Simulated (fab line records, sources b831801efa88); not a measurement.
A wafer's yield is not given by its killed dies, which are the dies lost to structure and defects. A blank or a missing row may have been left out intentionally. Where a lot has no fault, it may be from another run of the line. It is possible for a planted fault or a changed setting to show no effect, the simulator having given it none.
fab line records	flow sky130
record lots=24	wafers=72	last_day=50
route steps=708 shown METAL3@566 VIA3@587 CAP2M@607
lots with no fault: from the same line, run without faults
start_h: hours from the record's first day to the start of the lot's first wafer shown	wait_h: hours from the lot's prior step to this one	" identical to the entry in the row above	L1.1+2: a single row standing in for several wafers	- no value, or no start given	* or withheld: withheld	< > ~ a bound
route shown NAME@n: names a module that has steps shown in the file, with the first one's number in the route	usual: average and standard deviation across the fault-free wafers	same: alike in all rows	chamber/n: place in a boat	sites: each site's reading	_std_site: standard deviation of those values	_edge_site: inner sites' mean taken away from outer sites' mean	radius_mm: how far each site lies from the wafer's centre	mask NAME#n: copy n	behind: the most recent tool/chamber to have shaped the wafer	hold: the reason the lot was held/the length of the hold in hours/how it ended	device: which transistor (n, p or np) failed to switch	end of line: at the end of the route, the tests of the same wafers	a step with no rows: only its recipe	killed: at the first sort, the dies lost to defects and structure; wafer yield is something else	map: shows each die of a wafer: x if killed, . if not, _ if none is there
set.NAME: the run value of the setting; set.NAME@STEP: its run value at that earlier step	model.NAME: the simulator's own value behind a step, which no gauge read
route steps across a sampled set of lots; one table per step, one row per wafer
services: a tool's chamber out of use, with start hour (start_h, from the record's first day; less than 0 if before it), hours out, and reason
## steps
# step SKY_METAL3_ETCH_16
# recipe chemistry=N2/H2	target=BARC	ion_energy_ev=200	bias_w=100	pressure_mtorr=30	n2_flow_sccm=100	h2_flow_sccm=200	icp_w=500	stop_on=SiO2	time_s=88.2	target_depth_a=600
# usual bias_w=100.02/0.28	drypump_motor_current_A=6.1/0.52	oes_product_au=0.625/0.0041	rf_fwd_power_W=497.4/1.9	throttle_valve_pct=13.205/0.0095
lot.wafer	tool	chamber	start_h	wait_h	bias_w	drypump_motor_current_A	oes_product_au	rf_fwd_power_W	rf_hours_counter_h	throttle_valve_pct
L074.1	rie_metal-04	1	893.61	0.0	100.29	5.1	0.629	497.2	3	13.198
L074.2	"	0	"	"	100.09	6.4	0.625	497.6	14	13.196
L074.3	"	0	"	"	100.23	6.4	0.630	496.7	-	13.195
L075.2	rie_metal-04	1	904.00	0.0	99.59	5.1	0.620	498.1	4	13.196
L075.4	"	0	"	"	99.96	6.4	0.622	498.8	-	13.204
L075.5	"	1	"	"	99.88	5.1	0.625	498.4	-	13.204
L076.2	rie_metal-03	1	911.35	0.0	100.17	5.5	0.631	497.5	5	13.196
L076.3	"	1	"	"	100.12	5.5	0.625	496.3	-	13.213
L076.6	"	0	"	"	99.90	5.7	0.625	496.8	-	13.213
L077.1	rie_metal-01	0	928.71	0.0	100.07	6.3	0.630	496.1	9	13.202
L077.3	"	0	"	"	99.77	6.3	0.625	498.9	-	13.210
L077.4	"	1	"	"	100.29	6.7	0.630	500.6	-	13.195
L078.3	rie_metal-01	1	930.46	0.0	99.74	6.6	0.620	499.2	-	13.193
L078.5	"	0	"	"	99.97	6.4	0.620	497.4	-	13.195
L078.6	"	1	"	"	99.81	6.6	0.625	499.9	-	13.199
L079.1	rie_metal-04	1	935.25	0.0	99.98	5.1	0.627	496.4	5	13.211
L079.3	"	1	"	"	99.71	5.1	0.625	498.9	-	13.214
L079.4	"	0	"	"	99.89	6.4	0.624	499.4	-	13.199
L080.3	rie_metal-03	1	942.55	0.0	100.02	5.5	0.619	497.5	-	13.207
L080.4	"	0	"	"	99.53	5.7	0.622	497.3	-	13.222
L080.5	"	1	"	"	99.85	5.5	0.628	495.6	-	13.220
L082.2	rie_metal-03	0	976.45	0.0	100.15	5.7	0.626	495.5	9	13.213
L082.3	"	1	"	"	99.74	5.5	0.623	497.0	-	13.200
L082.4	"	0	"	"	99.60	5.7	0.626	495.3	-	13.201
L083.1	rie_metal-04	1	977.83	0.0	100.09	5.1	0.623	498.2	7	13.229
L083.2	"	0	"	"	99.64	6.4	0.623	497.3	19	13.207
L083.5	"	0	"	"	100.12	6.4	0.625	496.9	-	13.197
L081.1	rie_metal-01	1	978.95	0.0	100.48	6.7	0.625	496.8	3	13.209
L081.2	"	0	"	"	99.95	6.4	0.634	497.9	12	13.211
L081.4	"	1	"	"	99.61	6.7	0.629	497.7	-	13.202
L084.2	rie_metal-01	0	979.90	0.0	99.67	6.3	0.621	495.7	12	13.211
L084.3	"	1	"	"	99.57	6.6	0.619	496.3	-	13.198
L084.5	"	0	"	"	99.85	6.3	0.619	497.9	-	13.209
L085.2	rie_metal-01	1	986.13	0.0	99.43	6.6	0.635	498.1	4	13.202
L085.5	"	0	"	"	99.96	6.3	0.626	498.0	-	13.213
L085.6	"	1	"	"	99.40	6.6	0.624	499.2	-	13.211
L086.2	rie_metal-03	1	1003.15	0.0	100.17	5.5	0.626	499.3	10	13.188
L086.4	"	0	"	"	100.76	5.7	0.626	494.2	-	13.192
L086.5	"	1	"	"	100.73	5.5	0.629	495.9	-	13.214
L087.3	rie_metal-01	1	1008.33	0.0	100.19	6.6	0.629	498.2	-	13.204
L087.4	"	0	"	"	99.75	6.4	0.634	495.3	-	13.219
L087.6	"	0	"	"	100.19	6.3	0.623	497.1	-	13.196
L088.1	rie_metal-03	0	1009.56	0.0	99.97	5.7	0.625	496.8	11	13.202
L088.3	"	0	"	"	99.39	5.7	0.630	494.3	-	13.223
L088.6	"	1	"	"	99.90	5.5	0.628	496.7	-	13.200
L089.2	rie_metal-01	1	1016.28	0.0	100.42	6.6	0.626	499.8	5	13.203
L089.4	"	0	"	"	100.53	6.3	0.630	495.1	-	13.196
L089.5	"	1	"	"	100.44	6.6	0.623	499.1	-	13.210
L090.2	rie_metal-01	1	1022.65	0.0	99.87	6.6	0.629	501.7	6	13.208
L090.5	"	1	"	"	99.71	6.7	0.628	500.2	-	13.193
L090.6	"	0	"	"	100.42	6.3	0.622	498.4	-	13.198
L092.2	rie_metal-01	0	1024.13	0.0	99.86	6.3	0.622	497.5	15	13.212
L092.4	"	1	"	"	99.76	6.6	0.625	500.7	-	13.213
L092.5	"	0	"	"	100.07	6.4	0.619	500.6	-	13.198
L091.1	rie_metal-01	1	1025.88	0.0	99.77	6.6	0.625	499.1	6	13.202
L091.2	"	0	"	"	99.92	6.4	0.619	495.9	15	13.204
L091.4	"	1	"	"	99.77	6.6	0.631	497.9	-	13.198
L093.1	rie_metal-03	1	1036.71	0.0	100.28	5.6	0.630	497.9	11	13.208
L093.2	"	0	"	"	100.17	5.7	0.619	495.1	13	13.196
L093.3	"	1	"	"	99.97	5.5	0.623	497.1	-	13.210
L094.3	rie_metal-04	0	1038.71	0.0	99.87	6.4	0.626	496.1	-	13.182
L094.4	"	1	"	"	100.17	5.2	0.635	496.0	-	13.212
L094.5	"	1	"	"	99.99	5.1	0.634	496.3	-	13.215
L095.1	rie_metal-04	0	1043.45	0.0	99.65	6.4	0.625	499.0	23	13.207
L095.4	"	1	"	"	100.34	5.1	0.629	498.8	-	13.193
L095.5	"	1	"	"	100.31	5.1	0.623	497.6	-	13.213
L096.1	rie_metal-01	0	1052.90	0.0	99.98	6.3	0.622	496.4	15	13.197
L096.2	"	1	"	"	99.93	6.6	0.627	499.5	9	13.199
L096.3	"	1	"	"	99.93	6.6	0.623	500.1	-	13.213
L097.1	rie_metal-01	0	1054.91	0.1	99.57	6.3	0.623	495.6	15	13.213
L097.4	"	0	"	"	99.78	6.4	0.626	496.2	-	13.197
L097.5	"	0	"	"	100.01	6.3	0.625	494.8	-	13.200
# step SKY_VIA3_ETCH_14
# recipe chemistry=N2/H2	target=BARC	ion_energy_ev=200	source_w=500	bias_w=100	pressure_mtorr=30	n2_flow_sccm=100	h2_flow_sccm=200	stop_on=SiO2	time_s=45.9	target_depth_a=600
# usual bias_w=100.1/0.32	drypump_motor_current_A=5.5/0.49	oes_product_au=0.855/0.005	rf_fwd_power_W=494.4/1.9	throttle_valve_pct=13.225/0.0097
lot.wafer	tool	chamber	start_h	wait_h	bias_w	drypump_motor_current_A	oes_product_au	rf_fwd_power_W	rf_hours_counter_h	throttle_valve_pct
L074.1	rie_diel-03	1	921.40	0.0	99.9	6.0	0.852	493.6	16	13.232
L074.2	"	3	"	"	100.7	5.2	0.862	494.3	21	13.237
L074.3	"	2	"	"	100.2	5.9	0.858	497.2	11	13.219
L075.2	rie_diel-04	0	931.12	0.0	100.9	4.6	0.849	496.3	25	13.223
L075.4	"	2	"	"	99.6	6.2	0.858	496.3	2	13.238
L075.5	"	0	"	"	100.4	4.7	0.857	493.6	-	13.216
L076.2	rie_diel-03	2	938.37	0.0	100.0	5.9	0.855	494.3	12	13.213
L076.3	"	1	"	"	99.8	6.0	0.855	496.9	17	13.214
L076.6	"	0	"	"	99.9	5.3	0.865	497.1	-	13.207
L077.1	rie_diel-04	3	955.00	0.0	100.2	6.1	0.849	492.7	9	13.231
L077.3	"	1	"	"	100.3	6.0	0.857	494.4	4	13.227
L077.4	"	0	"	"	100.4	4.7	0.854	492.2	26	13.241
L078.3	rie_diel-02	3	956.75	0.0	100.1	4.8	0.851	492.8	22	13.228
L078.5	"	0	"	"	99.8	5.3	0.852	494.8	-	13.234
L078.6	"	1	"	"	100.1	6.2	0.856	498.4	-	13.225
L079.1	rie_diel-04	3	961.25	0.0	100.0	6.1	0.864	496.8	10	13.208
L079.3	"	0	"	"	100.4	4.7	0.844	493.1	26	13.216
L079.4	"	2	"	"	100.5	6.2	0.859	494.3	3	13.240
L080.3	rie_diel-02	2	968.60	0.0	100.4	5.6	0.852	494.1	19	13.222
L080.4	"	3	"	"	99.9	4.8	0.852	490.7	23	13.223
L080.5	"	3	"	"	99.9	4.8	0.860	492.6	-	13.237
L082.2	rie_diel-02	1	1001.20	0.0	100.0	6.2	0.858	495.2	17	13.238
L082.3	"	3	"	"	99.8	4.8	0.848	495.3	24	13.244
L082.4	"	2	"	"	100.1	5.6	0.859	490.5	20	13.210
L083.1	rie_diel-04	1	1002.67	0.0	99.8	6.0	0.850	495.4	6	13.203
L083.2	"	2	"	"	99.6	6.2	0.860	496.3	5	13.226
L083.5	"	3	"	"	99.8	6.1	0.850	494.0	-	13.208
L081.1	rie_diel-02	1	1003.65	0.0	100.5	6.2	0.855	494.3	17	13.227
L081.2	"	2	"	"	99.8	5.6	0.865	492.4	20	13.222
L081.4	"	3	"	"	100.2	4.8	0.854	492.1	24	13.214
L084.2	rie_diel-03	3	1004.15	0.0	99.8	5.2	0.855	496.9	23	13.219
L084.3	"	2	"	"	99.3	5.8	0.853	491.9	14	13.217
L084.5	"	1	"	"	100.5	5.9	0.858	495.4	-	13.226
L085.2	rie_diel-03	1	1011.10	0.0	100.1	6.0	0.858	495.1	19	13.229
L085.5	"	3	"	"	100.3	5.2	0.854	493.0	-	13.231
L085.6	"	2	"	"	100.1	5.9	0.853	494.6	-	13.229
L086.2	rie_diel-04	2	1027.60	0.0	100.1	6.2	0.852	495.5	6	13.224
L086.4	"	3	"	"	99.9	6.1	0.854	495.4	12	13.209
L086.5	"	0	"	"	99.9	4.7	0.854	493.6	-	13.246
L087.3	rie_diel-02	3	1032.12	0.0	100.3	4.9	0.858	494.2	-	13.233
L087.4	"	2	"	"	99.8	5.6	0.850	492.5	-	13.239
L087.6	"	3	"	"	100.1	4.8	0.860	493.5	-	13.243
L088.1	rie_diel-02	3	1033.84	0.0	100.2	4.8	0.862	494.0	25	13.222
L088.3	"	3	"	"	100.7	4.8	0.850	492.7	-	13.231
L088.6	"	3	"	"	100.3	4.8	0.848	490.6	-	13.233
L089.2	rie_diel-02	1	1040.50	0.0	99.5	6.2	0.865	501.1	18	13.226
L089.4	"	2	"	"	99.9	5.6	0.856	492.9	21	13.227
L089.5	"	2	"	"	100.2	5.6	0.855	491.6	-	13.234
L090.2	rie_diel-02	0	1046.15	0.0	100.3	5.3	0.861	494.5	22	13.231
L090.5	"	3	"	"	100.0	4.8	0.853	493.5	-	13.228
L090.6	"	2	"	"	99.7	5.6	0.853	492.8	-	13.217
L092.2	rie_diel-03	0	1048.42	0.0	100.3	5.3	0.855	496.0	6	13.222
L092.4	"	3	"	"	100.3	5.2	0.855	494.2	25	13.227
L092.5	"	0	"	"	100.0	5.3	0.856	495.0	-	13.210
L091.1	rie_diel-03	1	1050.30	0.0	99.6	5.9	0.853	496.4	21	13.221
L091.2	"	2	"	"	100.1	5.9	0.860	495.5	15	13.223
L091.4	"	0	"	"	100.3	5.3	0.858	493.1	6	13.226
L093.1	rie_diel-03	0	1060.20	0.0	99.8	5.3	0.853	495.6	6	13.232
L093.2	"	2	"	"	99.4	5.9	0.846	495.7	16	13.220
L093.3	"	3	"	"	99.9	5.2	0.846	495.0	25	13.233
L094.3	rie_diel-03	3	1061.70	0.0	99.7	5.2	0.852	492.0	25	13.232
L094.4	"	1	"	"	100.2	6.0	0.852	496.4	21	13.209
L094.5	"	0	"	"	100.4	5.3	0.862	494.7	-	13.214
L095.1	rie_diel-02	0	1066.55	0.0	99.8	5.3	0.857	493.3	22	13.225
L095.4	"	1	"	"	100.6	6.2	0.865	495.5	19	13.215
L095.5	"	0	"	"	100.1	5.3	0.860	492.3	-	13.223
L096.1	rie_diel-02	2	1076.60	0.0	99.6	5.6	0.861	491.2	23	13.228
L096.2	"	0	"	"	100.0	5.3	0.857	497.3	23	13.231
L096.3	"	1	"	"	100.4	6.2	0.860	493.9	20	13.230
L097.1	rie_diel-02	1	1078.32	0.0	99.6	6.2	0.851	495.2	20	13.226
L097.4	"	0	"	"	100.0	5.3	0.864	497.4	23	13.235
L097.5	"	0	"	"	99.9	5.3	0.857	496.6	-	13.226
# step SKY_VIA3_SPUTTER_20
# recipe material=TiN	target_thk_nm=20	chamber_pressure_pa=5	power_w=4000	time_s=80
# usual throttle_valve_pct=30.4/0.81
lot.wafer	tool	chamber	start_h	wait_h	throttle_valve_pct
L074.1	pvd_sputter-03	-	922.13	0.0	31.3
L074.2	"	-	"	"	31.5
L074.3	"	-	"	"	29.9
L075.2	pvd_sputter-04	-	931.82	0.0	29.2
L075.4	"	-	"	"	30.2
L075.5	"	-	"	"	30.5
L076.2	pvd_sputter-04	-	939.06	0.0	29.5
L076.3	"	-	"	"	30.3
L076.6	"	-	"	"	30.5
L077.1	pvd_sputter-03	-	955.73	0.0	31.0
L077.3	"	-	"	"	31.6
L077.4	"	-	"	"	31.7
L078.3	pvd_sputter-02	-	957.48	0.0	30.0
L078.5	"	-	"	"	29.5
L078.6	"	-	"	"	30.5
L079.1	pvd_sputter-02	-	961.95	0.0	29.9
L079.3	"	-	"	"	29.8
L079.4	"	-	"	"	29.3
L080.3	pvd_sputter-03	-	969.30	0.0	30.8
L080.4	"	-	"	"	29.8
L080.5	"	-	"	"	31.4
L082.2	pvd_sputter-03	-	1001.90	0.0	31.5
L082.3	"	-	"	"	31.5
L082.4	"	-	"	"	31.2
L083.1	pvd_sputter-02	-	1003.36	0.0	29.6
L083.2	"	-	"	"	30.2
L083.5	"	-	"	"	29.2
L081.1	pvd_sputter-03	-	1004.35	0.0	31.0
L081.2	"	-	"	"	29.8
L081.4	"	-	"	"	31.7
L084.2	pvd_sputter-03	-	1004.84	0.0	31.0
L084.3	"	-	"	"	31.7
L084.5	"	-	"	"	31.4
L085.2	pvd_sputter-04	-	1011.79	0.0	30.4
L085.5	"	-	"	"	30.6
L085.6	"	-	"	"	30.0
L086.2	pvd_sputter-04	-	1028.29	0.0	29.4
L086.4	"	-	"	"	30.8
L086.5	"	-	"	"	30.4
L087.3	pvd_sputter-03	-	1032.85	0.0	31.2
L087.4	"	-	"	"	29.4
L087.6	"	-	"	"	30.7
L088.1	pvd_sputter-02	-	1034.58	0.0	30.4
L088.3	"	-	"	"	29.4
L088.6	"	-	"	"	29.4
L089.2	pvd_sputter-03	-	1041.25	0.0	31.3
L089.4	"	-	"	"	31.1
L089.5	"	-	"	"	31.7
L090.2	pvd_sputter-04	-	1047.18	0.0	30.6
L090.5	"	-	"	"	29.4
L090.6	"	-	"	"	30.3
L092.2	pvd_sputter-02	-	1049.11	0.0	29.9
L092.4	"	-	"	"	29.6
L092.5	"	-	"	"	30.5
L091.1	pvd_sputter-04	-	1051.00	0.0	30.3
L091.2	"	-	"	"	29.2
L091.4	"	-	"	"	30.4
L093.1	pvd_sputter-04	-	1060.94	0.0	29.1
L093.2	"	-	"	"	30.4
L093.3	"	-	"	"	30.1
L094.3	pvd_sputter-04	-	1062.46	0.0	30.2
L094.4	"	-	"	"	29.5
L094.5	"	-	"	"	29.2
L095.1	pvd_sputter-03	-	1067.29	0.0	31.5
L095.4	"	-	"	"	31.6
L095.5	"	-	"	"	29.8
L096.1	pvd_sputter-03	-	1077.33	0.0	31.6
L096.2	"	-	"	"	29.6
L096.3	"	-	"	"	31.9
L097.1	pvd_sputter-04	-	1079.06	0.0	30.4
L097.4	"	-	"	"	30.7
L097.5	"	-	"	"	30.3
# step SKY_VIA3_CVD_21
# recipe material=W	target_thk_nm=390	time_s=117.31	temp_c=400	pressure_torr=40
# usual chamber_pressure_Torr=40.01/0.095	heater_power_w=775/29	susceptor_temp_C=400.00/0.24
lot.wafer	tool	chamber	start_h	wait_h	chamber_pressure_Torr	heater_power_w	susceptor_temp_C
L074.1	cvd_w-01	1	922.19	0.0	39.98	786	400.03
L074.2	"	0	"	"	39.84	723	400.23
L074.3	"	1	"	"	39.84	801	400.03
L075.2	cvd_w-02	1	931.88	0.0	40.03	789	400.10
L075.4	"	0	"	"	40.10	787	400.37
L075.5	"	0	"	"	40.08	773	400.21
L076.2	cvd_w-02	1	939.12	0.0	39.97	795	400.00
L076.3	"	0	"	"	40.01	777	400.26
L076.6	"	1	"	"	39.95	810	400.13
L077.1	cvd_w-02	0	955.79	0.0	40.08	771	400.17
L077.3	"	1	"	"	39.89	799	400.16
L077.4	"	0	"	"	39.98	792	400.37
L078.3	cvd_w-01	1	957.58	0.1	40.13	776	399.99
L078.5	"	1	"	"	40.09	773	400.16
L078.6	"	0	"	"	39.98	713	400.19
L079.1	cvd_w-02	1	962.01	0.0	40.07	781	399.90
L079.3	"	0	"	"	40.08	786	399.75
L079.4	"	1	"	"	40.12	790	399.82
L080.3	cvd_w-02	1	969.40	0.1	39.97	782	400.13
L080.4	"	0	"	"	40.07	787	400.42
L080.5	"	0	"	"	39.95	798	400.06
L082.2	cvd_w-01	1	1001.96	0.0	40.04	766	399.89
L082.3	"	1	"	"	39.99	787	399.92
L082.4	"	0	"	"	39.78	733	399.95
L083.1	cvd_w-02	0	1003.42	0.0	39.88	782	400.18
L083.2	"	1	"	"	39.84	792	399.91
L083.5	"	0	"	"	39.99	793	400.19
L081.1	cvd_w-02	0	1004.41	0.0	40.13	791	400.03
L081.2	"	1	"	"	40.14	798	399.98
L081.4	"	0	"	"	40.11	775	400.08
L084.2	cvd_w-01	0	1004.90	0.0	39.91	738	400.28
L084.3	"	1	"	"	40.01	761	400.04
L084.5	"	0	"	"	39.92	729	400.03
L085.2	cvd_w-02	0	1011.85	0.0	39.95	777	399.24
L085.5	"	1	"	"	40.19	810	400.09
L085.6	"	0	"	"	39.96	796	400.05
L086.2	cvd_w-02	0	1028.35	0.0	40.13	791	399.89
L086.4	"	1	"	"	39.92	790	399.68
L086.5	"	0	"	"	39.94	774	399.82
L087.3	cvd_w-02	1	1032.95	0.1	39.87	783	399.70
L087.4	"	0	"	"	39.91	774	400.03
L087.6	"	1	"	"	39.98	785	399.99
L088.1	cvd_w-01	0	1034.64	0.0	39.89	731	400.08
L088.3	"	0	"	"	39.98	722	400.45
L088.6	"	0	"	"	39.92	712	400.00
L089.2	cvd_w-01	1	1041.31	0.0	39.95	768	399.80
L089.4	"	1	"	"	39.89	774	399.58
L089.5	"	1	"	"	39.91	767	399.84
L090.2	cvd_w-02	1	1047.24	0.0	40.01	777	400.01
L090.5	"	0	"	"	39.99	776	400.64
L090.6	"	1	"	"	39.92	797	399.96
L092.2	cvd_w-01	0	1049.17	0.0	39.89	697	400.24
L092.4	"	0	"	"	39.96	699	400.17
L092.5	"	0	"	"	39.91	729	399.65
L091.1	cvd_w-01	0	1051.06	0.0	40.13	721	399.84
L091.2	"	1	"	"	40.02	792	400.07
L091.4	"	1	"	"	40.07	768	399.33
L093.1	cvd_w-02	0	1061.00	0.0	40.10	814	399.98
L093.2	"	1	"	"	39.99	789	400.00
L093.3	"	1	"	"	40.18	800	399.91
L094.3	cvd_w-02	0	1062.57	0.1	40.04	799	399.97
L094.4	"	1	"	"	39.96	806	400.28
L094.5	"	0	"	"	40.04	790	399.94
L095.1	cvd_w-02	0	1067.35	0.0	39.93	791	400.23
L095.4	"	1	"	"	40.00	815	399.95
L095.5	"	1	"	"	39.96	777	399.64
L096.1	cvd_w-01	1	1077.39	0.0	39.87	773	399.83
L096.2	"	0	"	"	40.21	713	400.31
L096.3	"	1	"	"	40.06	778	399.82
L097.1	cvd_w-02	1	1079.12	0.0	40.09	813	399.80
L097.4	"	1	"	"	40.07	789	399.78
L097.5	"	1	"	"	40.15	786	399.53
# step SKY_CAP2M_THK_MEAS_04
# recipe thk_meas_gauge=xrf	reads=TiN_of_CAP2M_SPUTTER_02
# usual CAP2M_TIN_THK=199.0/2.2
lot.wafer	tool	chamber	start_h	wait_h	CAP2M_TIN_THK[nm]
L074.1	film_metro-02	-	923.26	0.1	199.6
L074.2	"	-	"	"	199.2
L074.3	"	-	"	"	200.5
L075.2	film_metro-03	-	932.96	0.1	198.7
L075.4	"	-	"	"	200.0
L075.5	"	-	"	"	200.0
L076.2	film_metro-02	-	940.20	0.1	199.2
L076.3	"	-	"	"	198.0
L076.6	"	-	"	"	199.3
L077.1	film_metro-03	-	956.86	0.1	198.5
L077.3	"	-	"	"	197.2
L077.4	"	-	"	"	198.0
L078.3	film_metro-02	-	958.63	0.1	202.6
L078.5	"	-	"	"	199.4
L078.6	"	-	"	"	202.1
L079.1	film_metro-04	-	963.09	0.1	197.4
L079.3	"	-	"	"	199.1
L079.4	"	-	"	"	197.0
L080.3	film_metro-04	-	970.44	0.1	197.6
L080.4	"	-	"	"	198.5
L080.5	"	-	"	"	195.0
L082.2	film_metro-04	-	1003.19	0.1	199.0
L082.3	"	-	"	"	194.9
L082.4	"	-	"	"	198.9
L083.1	film_metro-02	-	1004.72	0.1	197.3
L083.2	"	-	"	"	197.7
L083.5	"	-	"	"	196.2
L081.1	film_metro-04	-	1005.62	0.1	195.7
L081.2	"	-	"	"	196.8
L081.4	"	-	"	"	197.8
L084.2	film_metro-04	-	1005.99	0.1	198.9
L084.3	"	-	"	"	198.7
L084.5	"	-	"	"	199.4
L085.2	film_metro-03	-	1012.93	0.1	199.6
L085.5	"	-	"	"	200.4
L085.6	"	-	"	"	200.4
L086.2	film_metro-04	-	1029.43	0.1	197.1
L086.4	"	-	"	"	196.6
L086.5	"	-	"	"	194.3
L087.3	film_metro-02	-	1034.00	0.1	202.5
L087.4	"	-	"	"	203.2
L087.6	"	-	"	"	203.8
L088.1	film_metro-02	-	1035.71	0.1	203.0
L088.3	"	-	"	"	202.2
L088.6	"	-	"	"	202.4
L089.2	film_metro-04	-	1042.39	0.1	193.6
L089.4	"	-	"	"	195.9
L089.5	"	-	"	"	196.7
L090.2	film_metro-02	-	1048.32	0.1	199.4
L090.5	"	-	"	"	200.9
L090.6	"	-	"	"	200.0
L092.2	film_metro-04	-	1050.26	0.1	200.6
L092.4	"	-	"	"	201.5
L092.5	"	-	"	"	199.5
L091.1	film_metro-04	-	1052.12	0.1	201.7
L091.2	"	-	"	"	199.5
L091.4	"	-	"	"	199.8
L093.1	film_metro-02	-	1062.07	0.1	200.8
L093.2	"	-	"	"	201.9
L093.3	"	-	"	"	200.4
L094.3	film_metro-02	-	1063.61	0.1	199.3
L094.4	"	-	"	"	200.0
L094.5	"	-	"	"	198.6
L095.1	film_metro-04	-	1068.42	0.1	197.8
L095.4	"	-	"	"	197.5
L095.5	"	-	"	"	197.7
L096.1	film_metro-03	-	1078.46	0.1	199.9
L096.2	"	-	"	"	199.9
L096.3	"	-	"	"	197.0
L097.1	film_metro-03	-	1080.33	0.1	197.1
L097.4	"	-	"	"	195.5
L097.5	"	-	"	"	197.1
# step SKY_CAP2M_OVL_MEAS_12
# usual CAP2M_OVL=0.7/1.4
lot.wafer	tool	chamber	start_h	wait_h	CAP2M_OVL[nm]
L074.1	overlay-02	-	947.73	0.1	-0.2
L074.2	"	-	"	"	1.3
L074.3	"	-	"	"	0.0
L075.2	overlay-01	-	957.20	0.1	1.7
L075.4	"	-	"	"	1.8
L075.5	"	-	"	"	0.8
L076.2	overlay-02	-	964.80	0.1	1.8
L076.3	"	-	"	"	1.7
L076.6	"	-	"	"	1.4
L077.1	overlay-01	-	980.38	0.1	1.1
L077.3	"	-	"	"	1.3
L077.4	"	-	"	"	0.0
L078.3	overlay-01	-	982.51	0.1	-1.4
L078.5	"	-	"	"	-1.0
L078.6	"	-	"	"	-0.6
L079.1	overlay-01	-	986.70	0.1	0.0
L079.3	"	-	"	"	-0.3
L079.4	"	-	"	"	0.9
L080.3	overlay-01	-	993.51	0.1	0.1
L080.4	"	-	"	"	1.1
L080.5	"	-	"	"	1.3
L082.2	overlay-01	-	1025.48	0.1	1.1
L082.3	"	-	"	"	1.4
L082.4	"	-	"	"	0.0
L083.1	overlay-01	-	1026.25	0.1	2.9
L083.2	"	-	"	"	1.2
L083.5	"	-	"	"	1.6
L081.1	overlay-01	-	1028.23	0.1	1.6
L081.2	"	-	"	"	-0.9
L081.4	"	-	"	"	1.3
L084.2	overlay-02	-	1028.45	0.1	2.7
L084.3	"	-	"	"	2.6
L084.5	"	-	"	"	2.8
L085.2	overlay-01	-	1034.30	0.1	-0.1
L085.5	"	-	"	"	-0.9
L085.6	"	-	"	"	-0.8
L086.2	overlay-02	-	1051.83	0.1	1.3
L086.4	"	-	"	"	1.4
L086.5	"	-	"	"	0.9
L087.3	overlay-01	-	1055.00	0.1	-0.2
L087.4	"	-	"	"	0.3
L087.6	"	-	"	"	0.5
L088.1	overlay-02	-	1057.60	0.1	0.2
L088.3	"	-	"	"	1.7
L088.6	"	-	"	"	1.2
L089.2	overlay-02	-	1063.60	0.1	-1.3
L089.4	"	-	"	"	-0.7
L089.5	"	-	"	"	-1.3
L090.2	overlay-02	-	1068.35	0.1	4.0
L090.5	"	-	"	"	2.7
L090.6	"	-	"	"	3.3
L092.2	overlay-01	-	1071.93	0.1	-0.4
L092.4	"	-	"	"	0.6
L092.5	"	-	"	"	0.1
L091.1	overlay-02	-	1072.88	0.1	0.6
L091.2	"	-	"	"	-0.3
L091.4	"	-	"	"	0.8
L093.1	overlay-01	-	1082.69	0.1	-0.7
L093.2	"	-	"	"	-2.0
L093.3	"	-	"	"	-2.0
L094.3	overlay-01	-	1084.20	0.1	-0.5
L094.4	"	-	"	"	0.5
L094.5	"	-	"	"	0.0
L095.1	overlay-02	-	1088.35	0.1	-0.3
L095.4	"	-	"	"	0.0
L095.5	"	-	"	"	-2.0
L096.1	overlay-02	-	1098.34	0.1	1.2
L096.2	"	-	"	"	2.5
L096.3	"	-	"	"	2.8
L097.1	overlay-02	-	1100.30	0.1	2.4
L097.4	"	-	"	"	2.0
L097.5	"	-	"	"	0.6
## services
tool	chamber	start_h	hours	kind
rie_metal-01	1	879.57	1.0	repair
cvd_w-02	1	886.22	12.4	repair
cvd_w-01	1	888.12	3.9	repair
cvd_w-02	-	904.00	14.0	pm
rie_diel-04	1	905.56	2.4	repair
rie_metal-01	0	908.78	7.1	repair
rie_diel-03	1	921.89	4.5	repair
cvd_w-02	-	922.21	0.6	repair
rie_metal-03	-	927.58	0.5	repair
rie_diel-02	3	938.50	2.2	repair
cvd_w-02	0	950.92	2.2	repair
pvd_sputter-02	-	977.37	25.9	repair
pvd_sputter-02	-	996.68	1.4	repair
rie_diel-04	-	999.76	2.8	pm
rie_diel-04	-	1007.74	0.6	repair
pvd_sputter-02	-	1012.48	5.0	repair
rie_diel-02	0	1028.58	9.5	repair
rie_metal-01	0	1029.13	23.6	repair
rie_diel-02	1	1030.65	7.4	repair
rie_diel-04	1	1031.05	4.6	repair
rie_metal-03	-	1046.91	2.5	repair
rie_metal-01	1	1053.61	49.3	repair
cvd_w-01	-	1070.82	3.1	repair
rie_diel-03	3	1073.10	5.9	repair
## key
fault none
